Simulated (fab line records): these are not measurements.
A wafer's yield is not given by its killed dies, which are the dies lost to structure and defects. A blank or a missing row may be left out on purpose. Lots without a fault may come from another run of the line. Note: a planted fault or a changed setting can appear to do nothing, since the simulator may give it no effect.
Which tool did it? + flow sky130 + 12 lots with 36 wafers sampled at 5 steps, on a route of 708 steps

== WHAT EACH GAUGE READ, for each wafer ==
SKY_VIA4_THK_MEAS_20: measures by xrf.
| lot  | measured     | on            | VIA4_W_THK (nm) |
|------|--------------|---------------|-----------------|
| L441 | day 42 18:13 | film_metro-01 | 501 505 514     |
| L443 | day 43 02:45 | film_metro-03 | 502 513 502     |
| L445 | day 44 00:10 | film_metro-01 | 512 508 517     |
| L448 | day 44 22:39 | film_metro-04 | 513 514 518     |
| L451 | day 45 14:40 | film_metro-04 | 518 509 515     |
| L452 | day 46 00:31 | film_metro-03 | 511 515 513     |
| L453 | day 46 06:32 | film_metro-01 | 502 497 513     |
| L456 | day 46 19:25 | film_metro-03 | 503 513 510     |
| L458 | day 47 09:49 | film_metro-03 | 517 512 519     |
| L459 | day 47 13:25 | film_metro-04 | 507 503 511     |
| L463 | day 48 08:11 | film_metro-03 | 513 512 500     |
| L464 | day 48 13:31 | film_metro-04 | 505 510 508     |

SKY_PASSIVATION_THK_MEAS_01.
| lot  | measured     | on            | PASSIVATION_CVD_00_THK (nm) |
|------|--------------|---------------|-----------------------------|
| L441 | day 43 18:31 | film_metro-01 | 90.4 89.6 91.8              |
| L443 | day 44 03:00 | film_metro-01 | 90.0 89.3 88.9              |
| L445 | day 45 00:10 | film_metro-01 | 88.5 91.0 91.4              |
| L448 | day 45 20:43 | film_metro-03 | 89.2 90.0 91.5              |
| L451 | day 46 11:58 | film_metro-01 | 89.7 58.9 93.3              |
| L452 | day 46 21:52 | film_metro-01 | 57.9 92.0 58.0              |
| L453 | day 47 03:02 | film_metro-01 | 91.2 89.7 89.5              |
| L456 | day 47 16:42 | film_metro-02 | 89.7 88.8 90.8              |
| L458 | day 48 06:18 | film_metro-03 | 90.7 90.6 92.0              |
| L459 | day 48 10:00 | film_metro-02 | 89.7 89.0 91.6              |
| L463 | day 49 03:37 | film_metro-02 | 89.3 92.2 91.3              |
| L464 | day 49 08:43 | film_metro-02 | 89.3 90.1 89.9              |

== WHICH TOOL RAN EACH LOT (tool, then ch and the chambers of the sampled wafers, then the start) ==
| lot  | SKY_METAL5_SPUTTER_01        | SKY_METAL5_SPUTTER_04        | SKY_PASSIVATION_CVD_00          |
|------|------------------------------|------------------------------|---------------------------------|
| L441 | pvd_sputter-02, day 42 18:35 | pvd_sputter-02, day 42 18:40 | pecvd-02 ch 0,2, day 43 18:29   |
| L443 | pvd_sputter-03, day 43 03:08 | pvd_sputter-03, day 43 03:14 | pecvd-02 ch 0,1,2, day 44 02:59 |
| L445 | pvd_sputter-02, day 44 00:35 | pvd_sputter-02, day 44 00:41 | pecvd-02 ch 1,2, day 45 00:08   |
| L448 | pvd_sputter-02, day 44 23:02 | pvd_sputter-02, day 44 23:08 | pecvd-04 ch 1,2, day 45 20:42   |
| L451 | pvd_sputter-02, day 45 15:02 | pvd_sputter-02, day 45 15:08 | pecvd-02 ch 0,1,2, day 46 11:56 |
| L452 | pvd_sputter-01, day 46 00:54 | pvd_sputter-01, day 46 00:59 | pecvd-02 ch 0,1, day 46 21:50   |
| L453 | pvd_sputter-01, day 46 06:54 | pvd_sputter-01, day 46 07:00 | pecvd-01 ch 0,1,2, day 47 02:59 |
| L456 | pvd_sputter-01, day 46 19:47 | pvd_sputter-01, day 46 19:53 | pecvd-01 ch 0,2, day 47 16:41   |
| L458 | pvd_sputter-02, day 47 10:12 | pvd_sputter-02, day 47 10:17 | pecvd-04 ch 0,1,2, day 48 06:17 |
| L459 | pvd_sputter-02, day 47 13:47 | pvd_sputter-02, day 47 13:53 | pecvd-04 ch 1,2, day 48 09:59   |
| L463 | pvd_sputter-02, day 48 08:35 | pvd_sputter-02, day 48 08:41 | pecvd-01 ch 0,1,2, day 49 03:35 |
| L464 | pvd_sputter-02, day 48 13:54 | pvd_sputter-02, day 48 14:00 | pecvd-01 ch 0,2, day 49 08:42   |
- SKY_METAL5_SPUTTER_01: material TiN, target thk 20 nm, time 16.7 s.
- SKY_METAL5_SPUTTER_04: material TiN, target thk 70 nm, time 58.3 s.
- SKY_PASSIVATION_CVD_00: deposits SiO2, target thk 90 nm.

== WHAT THE TOOLS THEMSELVES READ (means of the sampled wafers that have a number; where no wafer has one, the mark that the record gives instead) ==
SKY_METAL5_SPUTTER_01.
| lot  | tool           | throttle_valve_pct (%) |
|------|----------------|------------------------|
| L441 | pvd_sputter-02 | 30.6                   |
| L443 | pvd_sputter-03 | 29.8                   |
| L445 | pvd_sputter-02 | 32.0                   |
| L448 | pvd_sputter-02 | 31.0                   |
| L451 | pvd_sputter-02 | 30.8                   |
| L452 | pvd_sputter-01 | 30.6                   |
| L453 | pvd_sputter-01 | 30.2                   |
| L456 | pvd_sputter-01 | 30.3                   |
| L458 | pvd_sputter-02 | 30.7                   |
| L459 | pvd_sputter-02 | 30.8                   |
| L463 | pvd_sputter-02 | 30.0                   |
| L464 | pvd_sputter-02 | 31.8                   |

SKY_METAL5_SPUTTER_04.
| lot  | tool           | throttle_valve_pct (%) |
|------|----------------|------------------------|
| L441 | pvd_sputter-02 | 30.6                   |
| L443 | pvd_sputter-03 | 29.7                   |
| L445 | pvd_sputter-02 | 32.2                   |
| L448 | pvd_sputter-02 | 30.8                   |
| L451 | pvd_sputter-02 | 30.8                   |
| L452 | pvd_sputter-01 | 30.7                   |
| L453 | pvd_sputter-01 | 30.3                   |
| L456 | pvd_sputter-01 | 30.2                   |
| L458 | pvd_sputter-02 | 30.8                   |
| L459 | pvd_sputter-02 | 31.0                   |
| L463 | pvd_sputter-02 | 29.9                   |
| L464 | pvd_sputter-02 | 31.9                   |

SKY_PASSIVATION_CVD_00.
| lot  | tool     | heater_power_w (W) |
|------|----------|--------------------|
| L441 | pecvd-02 | 708                |
| L443 | pecvd-02 | 668                |
| L445 | pecvd-02 | 637                |
| L448 | pecvd-04 | 756                |
| L451 | pecvd-02 | 740                |
| L452 | pecvd-02 | 751                |
| L453 | pecvd-01 | 635                |
| L456 | pecvd-01 | 676                |
| L458 | pecvd-04 | 693                |
| L459 | pecvd-04 | 767                |
| L463 | pecvd-01 | 621                |
| L464 | pecvd-01 | 669                |

== THE ANSWER, worked out from the rows above alone ==
Rule: the usual values come from the lots themselves. Put in order of their means at a reading, lots are off if they are a third of the lots or fewer, leave a main group of 4 or more, and stand apart from it by a gap of 3 or more times the standard deviation of the main group's means; of several such gaps the widest counts. If all means in a main group match to the digits the tables above print for the reading, that group is not used. A lot without any number at a reading at which 4 lots or more have one is off too. Where the step has rows for the other lots, those lots are counted as sound. Order of review: gauges by route order, followed by the tools' own readings, for which a lot's mean as printed above is used. At the first step where some lot is off, the reading lying furthest off is the one used; lots without a number count as furthest.
Off: at SKY_PASSIVATION_THK_MEAS_01 (PASSIVATION_CVD_00_THK), L451, L452. For the main group the mean is 90.2 nm and the standard deviation 0.5.
A tool fits if, at a process step before that reading, it ran every lot that is off, and no sound lot after the first of them. Those tools and the gauges at SKY_PASSIVATION_THK_MEAS_01 are tried in the same way. One fits: SKY_PASSIVATION_CVD_00 on pecvd-02. A fault onset in the window from L445 (day 45 00:08, its last sound lot) to L451 (day 46 11:56, its first lot off) fits.

== WHAT THE SIMULATOR PUT IN ==
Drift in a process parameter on pecvd-02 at SKY_PASSIVATION_CVD_00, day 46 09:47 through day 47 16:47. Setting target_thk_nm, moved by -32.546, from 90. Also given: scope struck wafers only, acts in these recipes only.
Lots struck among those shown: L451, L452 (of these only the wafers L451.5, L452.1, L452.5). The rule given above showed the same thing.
